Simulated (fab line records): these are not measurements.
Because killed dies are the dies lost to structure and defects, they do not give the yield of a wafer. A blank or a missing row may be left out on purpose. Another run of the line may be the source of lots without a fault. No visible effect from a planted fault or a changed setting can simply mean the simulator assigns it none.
fab line records | flow sky130
[record] lots = 12 wafers = 36 last-day = 52
route steps=708 shown METAL1@451 VIA1@459 PAD_OPEN@708
lots that met no fault: from a run of the same line without faults
start-h: the number of hours between the record's first day and the start of the first shown wafer of the lot | wait-h: how many hours have passed since the lot's step before this one | " unchanged from the row above | L1.1+2: one row covering several wafers at once | - value missing, or start not given | * or withheld: withheld | < > ~ a bound
route shown NAME@n: names a module that has steps shown in the file, with the first one's number in the route | usual: average and standard deviation across the fault-free wafers | same: alike in all rows | chamber/n: place in a boat | sites: per-site readings | _std_site: the values' standard deviation | _edge_site: inner sites' mean taken away from outer sites' mean | radius-mm: for every site, how far away it sits from the centre of the wafer | mask NAME#n: copy n | behind: the last tool/chamber to shape the wafer | hold: reason for holding the lot/hours on hold/outcome of the hold | device: names the non-switching transistor (n, p or np) | end of line: the route-end tests of the same wafers | a step given without rows: its recipe and nothing more | killed: not the wafer's yield, but the dies lost to structure and defects at the first sort | map: a wafer's dies, marking killed ones x, the rest . and places with no die _
set.NAME: setting as actually run; set.NAME@STEP: the setting as run at that earlier step | model.NAME: the simulator's own value behind a step, which no gauge read
the route's steps for a sample of lots (tables are steps, rows are wafers)
services: the hour from which a tool's chamber was out of use, counted from the record's first day as start-h (under 0 if before that day), plus the number of hours and why
[[steps]]
[step SKY_METAL1_DESCUM_17]
[recipe] chemistry = O2 source-power-w = 150 bias-power-w = 0 pressure-mtorr = 10 temp-c = 40 time-s = 8
[usual] drypump-motor-current-A = 5.9/0.5 he-backside-leak-sccm = 3.36/0.19 oes-product-au = 0.997/0.0092
// columns lot.wafer tool chamber start-h wait-h drypump-motor-current-A he-backside-leak-sccm oes-product-au rf-hours-counter-h
L352.1 rie-metal-02 1 711.94 0.0 6.2 3.48 1.006 5
L352.2 " 0 " " 6.4 3.25 0.996 2
L352.3 " 1 " " 6.1 3.45 1.008 -
L353.1 rie-metal-04 1 712.59 0.0 5.6 3.29 1.010 2
L353.3 " 1 " " 5.6 3.33 1.015 -
L353.6 " 1 " " 5.6 3.39 1.013 -
L356.2 rie-metal-02 1 729.71 0.0 6.2 3.42 1.001 6
L356.4 " 1 " " 6.2 3.50 0.999 -
L356.5 " 0 " " 6.5 3.55 0.991 -
L358.1 rie-metal-03 1 739.24 0.0 5.7 3.07 1.008 12
L358.2 " 0 " " 5.1 3.42 0.988 6
L358.6 " 0 " " 5.1 3.42 0.989 -
L361.2 rie-metal-04 1 766.74 0.0 5.7 3.10 1.015 4
L361.4 " 1 " " 5.7 3.01 1.014 -
L361.5 " 1 " " 5.6 3.17 1.014 -
L365.1 rie-metal-03 1 789.06 0.0 5.6 3.17 1.002 14
L365.3 " 1 " " 5.6 3.01 1.009 -
L365.4 " 0 " " 5.1 3.44 0.994 -
L372.2 rie-metal-03 1 1004.14 0.0 5.6 3.11 0.990 7
L372.3 " 0 " " 5.1 3.38 0.998 -
L372.4 " 1 " " 5.6 3.26 0.983 -
L370.2 rie-metal-02 1 1008.61 0.0 6.1 3.40 0.999 17
L370.4 " 0 " " 6.4 3.21 0.995 -
L370.6 " 1 " " 6.1 3.41 0.997 -
L371.2 rie-metal-04 0 1009.91 0.0 6.5 3.53 0.989 15
L371.4 " 0 " " 6.5 3.17 0.985 -
L371.6 " 0 " " 6.4 3.55 0.987 -
L373.2 rie-metal-03 1 1010.89 0.0 5.6 3.19 1.002 8
L373.3 " 0 " " 5.1 3.50 0.997 -
L373.4 " 1 " " 5.6 3.18 0.989 -
L374.2 rie-metal-04 0 1011.04 0.0 6.4 3.14 0.995 15
L374.4 " 0 " " 6.5 3.46 0.984 -
L374.6 " 1 " " 5.6 3.39 1.009 -
L375.2 rie-metal-03 0 1012.64 0.0 5.1 3.41 0.984 18
L375.3 " 0 " " 5.1 3.41 0.995 -
L375.5 " 0 " " 5.1 3.56 0.986 -
[step SKY_VIA1_THK_MEAS_01]
[recipe] reads = SiO2_of_VIA1_HDPCVD_00
[usual] VIA1_HDPCVD_THK = 1028/9.2
// columns lot.wafer tool chamber start-h wait-h VIA1_HDPCVD_THK[nm]
L352.1 film-metro-02 - 712.84 0.1 1021
L352.2 " - " " 1035
L352.3 " - " " 1033
L353.1 film-metro-04 - 713.52 0.1 1008
L353.3 " - " " 1017
L353.6 " - " " 1022
L356.2 film-metro-01 - 730.64 0.1 1031
L356.4 " - " " 1033
L356.5 " - " " 1037
L358.1 film-metro-01 - 740.13 0.1 1017
L358.2 " - " " 1036
L358.6 " - " " 1021
L361.2 film-metro-02 - 767.64 0.1 1022
L361.4 " - " " 1024
L361.5 " - " " 1019
L365.1 film-metro-01 - 790.00 0.1 1041
L365.3 " - " " 1025
L365.4 " - " " 1029
L372.2 film-metro-04 - 1005.04 0.1 1019
L372.3 " - " " 1028
L372.4 " - " " 1037
L370.2 film-metro-01 - 1009.57 0.1 1000
L370.4 " - " " 1023
L370.6 " - " " 1012
L371.2 film-metro-01 - 1010.85 0.1 1029
L371.4 " - " " 1028
L371.6 " - " " 1023
L373.2 film-metro-02 - 1011.80 0.1 1026
L373.3 " - " " 1031
L373.4 " - " " 1010
L374.2 film-metro-02 - 1012.37 0.1 1018
L374.4 " - " " 1028
L374.6 " - " " 1013
L375.2 film-metro-01 - 1013.98 0.1 1035
L375.3 " - " " 1020
L375.5 " - " " 1022
[step SKY_VIA1_BOW_MEAS_03]
[recipe] mode = bow
[usual] VIA1_BOW = 80/7.3
// columns lot.wafer tool chamber start-h wait-h VIA1_BOW[um]
L352.1 film-metro-02 - 713.20 0.1 73
L352.2 " - " " 85
L352.3 " - " " 60
L353.1 film-metro-02 - 713.88 0.2 78
L353.3 " - " " 80
L353.6 " - " " 74
L356.2 film-metro-01 - 731.01 0.2 87
L356.4 " - " " 79
L356.5 " - " " 91
L358.1 film-metro-02 - 740.49 0.2 98
L358.2 " - " " 81
L358.6 " - " " 92
L361.2 film-metro-02 - 768.01 0.3 87
L361.4 " - " " 82
L361.5 " - " " 78
L365.1 film-metro-02 - 790.36 0.2 78
L365.3 " - " " 79
L365.4 " - " " 68
L372.2 film-metro-04 - 1005.41 0.3 87
L372.3 " - " " 84
L372.4 " - " " 65
L370.2 film-metro-01 - 1009.94 0.2 72
L370.4 " - " " 80
L370.6 " - " " 86
L371.2 film-metro-02 - 1011.46 0.1 89
L371.4 " - " " 79
L371.6 " - " " 76
L373.2 film-metro-04 - 1012.66 0.1 73
L373.3 " - " " 91
L373.4 " - " " 78
L374.2 film-metro-02 - 1012.79 0.3 84
L374.4 " - " " 90
L374.6 " - " " 72
L375.2 film-metro-04 - 1014.35 0.2 72
L375.3 " - " " 95
L375.5 " - " " 76
[step SKY_VIA1_SPUTTER_20]
[recipe] material = TiN target-thk-nm = 20 chamber-pressure-pa = 5 power-w = 4000 time-s = 80
[usual] cathode-dc-power-W = 4000.0/0.78 chamber-pressure-pa = 5.002/0.0098 throttle-valve-pct = 29.5/1.3
// columns lot.wafer tool chamber start-h wait-h cathode-dc-power-W chamber-pressure-pa throttle-valve-pct
L352.1 pvd-sputter-01 - 743.47 0.0 4000.6 5.003 28.2
L352.2 " - " " 4000.1 5.007 30.7
L352.3 " - " " 4000.3 4.993 31.6
L353.1 pvd-sputter-01 - 744.15 0.0 4001.1 5.004 31.5
L353.3 " - " " 3999.6 4.994 30.8
L353.6 " - " " 3998.8 4.991 28.2
L356.2 pvd-sputter-04 - 760.17 0.0 4000.8 4.992 27.9
L356.4 " - " " 4000.0 4.987 32.0
L356.5 " - " " 4000.6 5.000 28.3
L358.1 pvd-sputter-03 - 768.41 0.0 3999.9 5.000 28.6
L358.2 " - " " 4000.2 4.989 29.0
L358.6 " - " " 4000.8 5.005 29.9
L361.2 pvd-sputter-04 - 795.52 0.0 3999.4 5.005 32.3
L361.4 " - " " 3998.2 5.018 29.0
L361.5 " - " " 4001.1 4.995 27.7
L365.1 pvd-sputter-01 - 818.61 0.0 3999.8 4.995 31.4
L365.3 " - " " 4000.4 4.996 29.2
L365.4 " - " " 4001.4 4.990 28.1
L372.2 pvd-sputter-03 - 1028.51 0.0 4000.3 4.994 28.4
L372.3 " - " " 4002.0 4.988 29.1
L372.4 " - " " 4000.0 5.014 29.8
L370.2 pvd-sputter-03 - 1032.37 0.0 - - -
L370.4 " - " " - - -
L370.6 " - " " - - -
L371.2 pvd-sputter-04 - 1033.92 0.0 - - -
L371.4 " - " " - - -
L371.6 " - " " - - -
L373.2 pvd-sputter-01 - 1035.04 0.0 4000.5 4.999 28.1
L373.3 " - " " 3999.4 5.003 31.1
L373.4 " - " " 4000.4 4.998 30.8
L374.2 pvd-sputter-01 - 1035.87 0.0 4001.3 4.989 29.2
L374.4 " - " " 4000.3 4.987 31.1
L374.6 " - " " 4001.5 5.002 29.0
L375.2 pvd-sputter-03 - 1036.37 0.0 4000.4 4.988 28.7
L375.3 " - " " 3999.6 4.990 29.9
L375.5 " - " " 4000.8 5.004 29.2
[step SKY_PAD_OPEN_PROBE_99]
[usual] defect-limited-yield = 82.5/1.9 killed_at_M0_to_M3 = 43/7 killed_at_M4_up = 2.7/1.6 killed-at-contacts = 24/5.3 killed-at-front-end = 16/4.6 killed-at-other = 0.3/0.53 killed-dies = 86/9.3 killed-on-rim = 17/4 killed-open = 47/6.9 killed-short = 38/6.1 sort_bin_3_pad_short = 0.9/0.4 sort_bin_5_function = 10.3/1.4 sort_bin_6_memory = 6.3/1.1 sort-n-pass = 406/9.3 sort-yield-pct = 82.5/1.9
[same] gross-dies = 492 killed-at-back-side = 0 sort_bin_4_leakage[%] = 0 sort_bin_8_speed[%] = 0
// columns lot.wafer tool chamber start-h wait-h defect-limited-yield[%] killed_at_M0_to_M3 killed_at_M4_up killed-at-contacts killed-at-front-end killed-at-other killed-dies killed-on-rim killed-open killed-short sort_bin_3_pad_short[%] sort_bin_5_function[%] sort_bin_6_memory[%] sort-n-pass sort-yield-pct[%]
L353.1 prober-01 - 1040.51 0.1 81.1 35 7 24 27 0 93 18 46 46 0.6 12.2 6.1 399 81.1
L353.3 prober-01 - 1040.61 0.2 82.5 40 0 24 22 0 86 17 39 46 2.0 8.9 6.5 406 82.5
L353.6 prober-01 - 1040.76 0.2 83.7 46 3 20 11 0 80 14 40 40 1.2 9.6 5.5 412 83.7
L352.1 prober-02 - 1041.12 0.1 84.1 34 6 22 16 0 78 16 42 35 1.0 7.9 6.9 414 84.1
L352.2 prober-02 - 1041.17 0.1 81.7 43 2 28 17 0 90 19 46 41 0.6 11.0 6.7 402 81.7
L352.3 prober-02 - 1041.22 0.2 83.1 35 2 28 18 0 83 15 39 43 1.6 10.0 5.3 409 83.1
L356.2 prober-01 - 1051.13 0.1 82.3 47 5 22 12 1 87 14 50 36 1.8 8.9 6.9 405 82.3
L356.4 prober-01 - 1051.23 0.2 81.5 51 2 26 11 1 91 17 46 45 1.4 10.6 6.5 401 81.5
L356.5 prober-01 - 1051.28 0.2 81.9 46 2 19 22 0 89 20 46 43 1.2 10.4 6.5 403 81.9
L358.1 prober-02 - 1057.71 0.1 82.3 41 5 30 11 0 87 21 42 45 0.8 9.1 7.7 405 82.3
L358.2 prober-02 - 1057.76 0.1 82.7 49 2 21 11 2 85 14 44 41 0.6 10.8 5.9 407 82.7
L358.6 prober-02 - 1057.96 0.2 85.4 43 1 14 14 0 72 18 47 25 0.8 10.4 3.5 420 85.4
L361.2 prober-01 - 1080.36 0.1 80.3 49 3 18 27 0 97 17 61 36 1.2 11.0 7.5 395 80.3
L361.4 prober-01 - 1080.46 0.2 80.9 45 2 31 16 0 94 13 51 43 1.0 12.2 5.9 398 80.9
L361.5 prober-01 - 1080.51 0.2 77.8 42 3 35 29 0 109 18 56 53 1.2 12.0 8.9 383 77.8
L365.1 prober-02 - 1097.70 0.1 84.6 42 4 10 20 0 76 15 38 38 0.8 9.8 4.9 416 84.6
L365.3 prober-02 - 1097.80 0.2 81.9 49 5 20 15 0 89 11 49 40 0.6 10.8 6.7 403 81.9
L365.4 prober-02 - 1097.85 0.2 84.3 40 4 18 14 1 77 15 42 35 0.6 10.2 4.9 415 84.3
L372.2 prober-01 - 1239.06 0.1 78.7 44 2 32 26 1 105 25 53 50 0.8 13.0 7.5 387 78.7
L372.3 prober-01 - 1239.11 0.2 79.7 48 4 30 17 1 100 26 55 43 1.2 11.8 7.3 392 79.7
L372.4 prober-01 - 1239.16 0.2 81.7 44 4 21 20 1 90 23 56 33 1.0 12.2 5.1 402 81.7
L370.2 prober-02 - 1240.67 0.1 0 450 3 24 15 0 492 96 52 27 0.6 92.5 6.9 0 0
L370.4 prober-02 - 1240.77 0.2 0 449 2 25 16 0 492 96 50 38 0.2 93.3 6.5 0 0
L370.6 prober-02 - 1240.87 0.2 0 444 3 24 20 1 492 96 48 39 0.6 92.5 6.9 0 0
L371.2 prober-02 - 1241.31 0.1 0 458 2 19 13 0 492 96 43 30 0.6 93.3 6.1 0 0
L371.4 prober-02 - 1241.41 0.2 0 449 1 30 11 1 492 96 46 34 0.4 93.3 6.3 0 0
L371.6 prober-02 - 1241.51 0.2 0 453 1 19 17 2 492 96 46 38 0.2 93.5 6.3 0 0
L374.2 prober-02 - 1242.17 0.1 81.5 47 1 29 13 1 91 20 42 49 0.4 11.4 6.7 401 81.5
L374.4 prober-02 - 1242.27 0.2 80.9 40 3 31 20 0 94 20 57 36 0.4 10.8 7.9 398 80.9
L374.6 prober-02 - 1242.37 0.2 80.5 43 6 27 20 0 96 24 52 43 1.2 10.2 8.1 396 80.5
L373.2 prober-02 - 1242.81 0.1 88.4 24 1 23 8 1 57 12 32 24 0.8 6.7 4.1 435 88.4
L373.3 prober-02 - 1242.86 0.2 84.8 30 2 26 17 0 75 15 43 32 0.6 10.0 4.7 417 84.8
L373.4 prober-02 - 1242.91 0.2 82.5 52 1 21 11 1 86 20 48 38 1.0 9.6 6.9 406 82.5
L375.2 prober-02 - 1243.11 0.4 79.5 44 7 29 20 1 101 20 49 52 1.4 11.6 7.5 391 79.5
L375.3 prober-02 - 1243.16 0.5 80.9 50 1 25 18 0 94 11 51 43 0.8 10.8 7.5 398 80.9
L375.5 prober-02 - 1243.26 0.5 83.1 31 1 33 18 0 83 22 44 39 1.0 8.9 6.9 409 83.1
// killed by level:class
L353.1 LI_CONTACT:geometric-particle:open=8 POLY_GATE:geometric-particle:short=7 FIELD_ISO:geometric-particle:short=6 POLY_GATE:geometric-particle:open=6 VIA3:geometric-particle:open=6 VIA2:geometric-particle:open=5 LOCAL_INTERCONNECT:geometric-particle:short=5 METAL4:geometric-particle:short=5
L353.3 METAL2:geometric-particle:short=10 VIA1:geometric-particle:open=9 FIELD_ISO:geometric-particle:short=8 CONTACT:geometric-particle:open=8 LI_CONTACT:geometric-particle:open=6 LOCAL_INTERCONNECT:geometric-particle:short=6 VIA3:geometric-particle:open=5 VIA2:geometric-particle:short=5
L353.6 METAL2:geometric-particle:short=10 POLY_GATE:geometric-particle:open=7 VIA1:geometric-particle:open=6 CONTACT:geometric-particle:open=6 VIA3:geometric-particle:open=6 METAL1:geometric-particle:open=5 LI_CONTACT:geometric-particle:short=4 LI_CONTACT:geometric-particle:open=4
L352.1 CONTACT:geometric-particle:open=9 LI_CONTACT:geometric-particle:open=9 VIA1:geometric-particle:open=9 METAL4:geometric-particle:short=6 FIELD_ISO:geometric-particle:short=5 METAL2:geometric-particle:short=4 VIA2:geometric-particle:open=4 VIA3:geometric-particle:open=4
L352.2 VIA1:geometric-particle:open=9 VIA3:geometric-particle:open=8 CONTACT:geometric-particle:open=7 LI_CONTACT:geometric-particle:open=6 FIELD_ISO:geometric-particle:open=5 METAL1:geometric-particle:short=5 FIELD_ISO:geometric-particle:short=4 LOCAL_INTERCONNECT:geometric-particle:short=4
L352.3 CONTACT:geometric-particle:open=9 LI_CONTACT:geometric-particle:open=7 METAL2:geometric-particle:short=7 VIA1:geometric-particle:open=6 VIA2:geometric-particle:open=6 FIELD_ISO:geometric-particle:short=5 CONTACT:geometric-particle:short=5 METAL1:geometric-particle:short=5
L356.2 VIA1:geometric-particle:open=13 VIA3:geometric-particle:short=7 LI_CONTACT:geometric-particle:open=6 CONTACT:geometric-particle:open=6 VIA2:geometric-particle:open=5 METAL2:geometric-particle:short=5 VIA3:geometric-particle:open=5 POLY_GATE:geometric-particle:open=4
L356.4 VIA1:geometric-particle:open=13 CONTACT:geometric-particle:open=10 METAL2:geometric-particle:short=8 LOCAL_INTERCONNECT:geometric-particle:short=6 VIA1:geometric-particle:short=5 VIA3:geometric-particle:open=5 VIA3:geometric-particle:short=4 LI_CONTACT:geometric-particle:open=4
L356.5 VIA1:geometric-particle:open=12 METAL2:geometric-particle:short=7 POLY_GATE:geometric-particle:open=6 LI_CONTACT:geometric-particle:open=6 FIELD_ISO:geometric-particle:short=5 POLY_GATE:geometric-particle:short=5 CONTACT:geometric-particle:open=5 VIA2:geometric-particle:open=5
L358.1 CONTACT:geometric-particle:short=10 VIA1:geometric-particle:short=8 VIA2:geometric-particle:open=8 VIA3:geometric-particle:open=7 CONTACT:geometric-particle:open=7 LI_CONTACT:geometric-particle:open=6 METAL1:geometric-particle:short=5 METAL2:geometric-particle:short=5
L358.2 LI_CONTACT:geometric-particle:open=10 VIA3:geometric-particle:open=9 VIA1:geometric-particle:open=7 VIA2:geometric-particle:open=6 VIA3:geometric-particle:short=6 CONTACT:geometric-particle:open=5 METAL1:geometric-particle:short=5 VIA1:geometric-particle:short=5
L358.6 VIA1:geometric-particle:open=13 VIA1:geometric-particle:short=8 LI_CONTACT:geometric-particle:open=7 VIA3:geometric-particle:open=7 FIELD_ISO:geometric-particle:open=5 POLY_GATE:geometric-particle:open=4 CONTACT:geometric-particle:open=4 VIA2:geometric-particle:open=4
L361.2 VIA1:geometric-particle:open=14 FIELD_ISO:geometric-particle:open=7 LI_CONTACT:geometric-particle:open=6 CONTACT:geometric-particle:open=6 VIA2:geometric-particle:open=6 VIA3:geometric-particle:open=6 FIELD_ISO:geometric-particle:short=4 POLY_GATE:geometric-particle:short=4
L361.4 VIA1:geometric-particle:open=14 CONTACT:geometric-particle:open=10 LI_CONTACT:geometric-particle:open=8 VIA3:geometric-particle:open=7 VIA1:geometric-particle:short=6 LI_CONTACT:geometric-particle:short=5 METAL2:geometric-particle:short=5 METAL1:geometric-particle:short=4
L361.5 VIA1:geometric-particle:open=11 CONTACT:geometric-particle:open=10 POLY_GATE:geometric-particle:short=9 POLY_GATE:geometric-particle:open=8 LOCAL_INTERCONNECT:geometric-particle:short=8 VIA2:geometric-particle:open=7 VIA3:geometric-particle:open=6 CONTACT:geometric-particle:short=6
L365.1 FIELD_ISO:geometric-particle:short=8 METAL1:geometric-particle:short=8 VIA3:geometric-particle:open=8 VIA1:geometric-particle:open=8 VIA2:geometric-particle:open=7 POLY_GATE:geometric-particle:short=4 POLY_GATE:geometric-particle:open=4 LI_CONTACT:geometric-particle:open=4
L365.3 VIA1:geometric-particle:open=12 VIA3:geometric-particle:open=11 CONTACT:geometric-particle:open=7 FIELD_ISO:geometric-particle:short=6 VIA2:geometric-particle:open=6 FIELD_ISO:geometric-particle:open=5 CONTACT:geometric-particle:short=5 METAL1:geometric-particle:short=5
L365.4 VIA1:geometric-particle:open=11 VIA3:geometric-particle:open=7 LI_CONTACT:geometric-particle:open=5 CONTACT:geometric-particle:open=5 VIA1:geometric-particle:short=5 VIA2:geometric-particle:open=5 FIELD_ISO:geometric-particle:short=4 POLY_GATE:geometric-particle:open=4
L372.2 VIA1:geometric-particle:open=12 CONTACT:geometric-particle:open=9 LI_CONTACT:geometric-particle:open=9 VIA1:geometric-particle:short=9 FIELD_ISO:geometric-particle:short=6 POLY_GATE:geometric-particle:open=6 LOCAL_INTERCONNECT:geometric-particle:short=6 POLY_GATE:geometric-particle:short=5
L372.3 CONTACT:geometric-particle:open=16 METAL1:geometric-particle:short=10 VIA3:geometric-particle:open=10 VIA1:geometric-particle:open=8 LI_CONTACT:geometric-particle:open=6 POLY_GATE:geometric-particle:short=5 VIA3:geometric-particle:short=5 POLY_GATE:geometric-particle:open=4
L372.4 VIA1:geometric-particle:open=13 LI_CONTACT:geometric-particle:open=9 VIA2:geometric-particle:open=8 FIELD_ISO:geometric-particle:open=7 CONTACT:geometric-particle:open=7 FIELD_ISO:geometric-particle:short=4 POLY_GATE:geometric-particle:open=4 LI_CONTACT:geometric-particle:short=4
L370.2 VIA1:area-sputter=413 VIA1:geometric-particle:open=16 LI_CONTACT:geometric-particle:open=10 CONTACT:geometric-particle:open=9 FIELD_ISO:geometric-particle:short=6 FIELD_ISO:geometric-particle:open=5 VIA3:geometric-particle:open=5 METAL2:geometric-particle:short=4
L370.4 VIA1:area-sputter=404 VIA1:geometric-particle:open=12 LI_CONTACT:geometric-particle:open=8 VIA3:geometric-particle:open=8 CONTACT:geometric-particle:open=7 METAL2:geometric-particle:short=6 LI_CONTACT:geometric-particle:short=5 FIELD_ISO:geometric-particle:open=4
L370.6 VIA1:area-sputter=405 FIELD_ISO:geometric-particle:open=7 LI_CONTACT:geometric-particle:open=7 METAL1:geometric-particle:short=7 VIA1:geometric-particle:open=6 VIA2:geometric-particle:open=5 LOCAL_INTERCONNECT:geometric-particle:short=5 CONTACT:geometric-particle:open=5
L371.2 VIA1:area-sputter=419 VIA1:geometric-particle:open=8 VIA3:geometric-particle:open=7 LI_CONTACT:geometric-particle:open=6 CONTACT:geometric-particle:open=6 METAL1:geometric-particle:short=6 FIELD_ISO:geometric-particle:open=5 VIA2:geometric-particle:open=5
L371.4 VIA1:area-sputter=411 LI_CONTACT:geometric-particle:open=16 VIA3:geometric-particle:open=13 VIA1:geometric-particle:open=5 CONTACT:geometric-particle:open=4 LI_CONTACT:geometric-particle:short=4 LOCAL_INTERCONNECT:geometric-particle:short=4 POLY_CUT:geometric-particle:short=3
L371.6 VIA1:area-sputter=406 VIA3:geometric-particle:open=17 CONTACT:geometric-particle:open=7 VIA1:geometric-particle:open=7 VIA1:geometric-particle:short=6 METAL1:geometric-particle:short=5 FIELD_ISO:geometric-particle:short=4 FIELD_ISO:geometric-particle:open=4
L374.2 LI_CONTACT:geometric-particle:open=13 VIA1:geometric-particle:short=9 LOCAL_INTERCONNECT:geometric-particle:short=7 VIA1:geometric-particle:open=7 METAL3:geometric-particle:short=6 VIA3:geometric-particle:open=6 VIA2:geometric-particle:open=5 POLY_GATE:geometric-particle:short=4
L374.4 CONTACT:geometric-particle:open=13 LI_CONTACT:geometric-particle:open=9 VIA3:geometric-particle:open=8 POLY_GATE:geometric-particle:open=6 VIA1:geometric-particle:open=5 LI_CONTACT:geometric-particle:short=5 METAL2:geometric-particle:short=5 METAL3:geometric-particle:short=5
L374.6 CONTACT:geometric-particle:open=11 VIA2:geometric-particle:open=8 LI_CONTACT:geometric-particle:open=7 FIELD_ISO:geometric-particle:open=6 METAL4:geometric-particle:short=6 VIA1:geometric-particle:open=6 METAL1:geometric-particle:short=5 METAL2:geometric-particle:short=5
L373.2 CONTACT:geometric-particle:open=9 VIA1:geometric-particle:open=7 LI_CONTACT:geometric-particle:open=5 VIA1:geometric-particle:short=5 POLY_GATE:geometric-particle:open=4 LOCAL_INTERCONNECT:geometric-particle:short=4 METAL2:geometric-particle:short=4 FIELD_ISO:geometric-particle:open=3
L373.3 LI_CONTACT:geometric-particle:open=12 METAL1:geometric-particle:short=8 FIELD_ISO:geometric-particle:open=6 CONTACT:geometric-particle:open=6 VIA1:geometric-particle:open=5 POLY_GATE:geometric-particle:short=4 VIA2:geometric-particle:open=4 FIELD_ISO:geometric-particle:short=3
L373.4 METAL2:geometric-particle:short=10 VIA1:geometric-particle:open=10 VIA3:geometric-particle:open=7 VIA2:geometric-particle:open=6 METAL1:geometric-particle:short=6 LI_CONTACT:geometric-particle:open=4 LI_CONTACT:geometric-particle:short=4 CONTACT:geometric-particle:open=4
L375.2 LI_CONTACT:geometric-particle:open=10 METAL1:geometric-particle:short=8 POLY_GATE:geometric-particle:open=7 CONTACT:geometric-particle:open=7 VIA2:geometric-particle:open=7 FIELD_ISO:geometric-particle:short=6 LOCAL_INTERCONNECT:geometric-particle:short=6 CONTACT:geometric-particle:short=5
L375.3 VIA2:geometric-particle:open=12 VIA1:geometric-particle:open=10 LI_CONTACT:geometric-particle:open=9 METAL2:geometric-particle:short=9 POLY_GATE:geometric-particle:short=5 CONTACT:geometric-particle:open=5 FIELD_ISO:geometric-particle:open=4 POLY_GATE:geometric-particle:open=4
L375.5 CONTACT:geometric-particle:open=11 LI_CONTACT:geometric-particle:open=9 METAL1:geometric-particle:short=7 VIA1:geometric-particle:open=6 FIELD_ISO:geometric-particle:short=5 LI_CONTACT:geometric-particle:short=5 FIELD_ISO:geometric-particle:open=4 METAL2:geometric-particle:short=4
[[services]]
// columns tool chamber start-h hours kind
pvd-sputter-04 - 701.74 1.7 repair
pvd-sputter-04 - 716.01 3.4 repair
rie-metal-03 - 725.87 2.8 pm
pvd-sputter-03 - 743.35 4.5 repair
pvd-sputter-04 1 759.31 - consumable-replace:kit
pvd-sputter-04 1 759.31 18.0 scheduled-down
pvd-sputter-01 - 766.60 15.7 repair
rie-metal-02 - 791.50 1.4 pm
pvd-sputter-03 3 832.59 - consumable-replace:kit
pvd-sputter-03 3 832.59 18.0 scheduled-down
pvd-sputter-03 3 832.59 18.0 vent-cycle
rie-metal-03 0 843.20 6.2 repair
pvd-sputter-01 0 843.66 - consumable-replace:kit
pvd-sputter-01 0 843.66 18.0 scheduled-down
pvd-sputter-01 0 843.66 18.0 vent-cycle
pvd-sputter-03 - 847.33 1.7 repair
rie-metal-03 1 849.38 - clean
rie-metal-03 1 849.38 10.3 scheduled-down
rie-metal-03 1 849.38 10.3 vent-cycle
rie-metal-02 - 870.42 2.8 pm
rie-metal-04 0 920.32 3.0 repair
pvd-sputter-01 - 964.51 0.8 repair
pvd-sputter-04 - 975.92 9.6 repair
rie-metal-02 1 988.70 3.0 repair
[[key]]
[first-sign] step = SKY_VIA1_SPUTTER_20 reading = tool-record direction = missing
[effect] step = SKY_PAD_OPEN_PROBE_99 reading = sort_bin_5_function direction = up sigmas = 60 usual = 10.3 struck = 93.1
[more-kills-born-at] SKY_VIA1_SPUTTER_20@pvd-sputter-04 = 1232 SKY_VIA1_SPUTTER_20@pvd-sputter-03 = 1211
met-at SKY_VIA1_SPUTTER_20
struck-lots L370,L371
later-rows-left-out L370.2,L370.4,L370.6,L371.2,L371.4,L371.6
not-acting-at SKY_METAL1_DESCUM_17,SKY_VIA1_THK_MEAS_01,SKY_VIA1_BOW_MEAS_03
onset-between 795.52 1032.37
[fault] kind = skipped-step-whole tool = pvd-sputter-03,pvd-sputter-04 chamber = - onset-h = 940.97 steps = SKY_VIA1_SPUTTER_20 scope = struck-lots-only
// later-rows-left-out: the simulator's readings of these wafers behind a module that went badly wrong aren't trusted and aren't shown, but for the sort
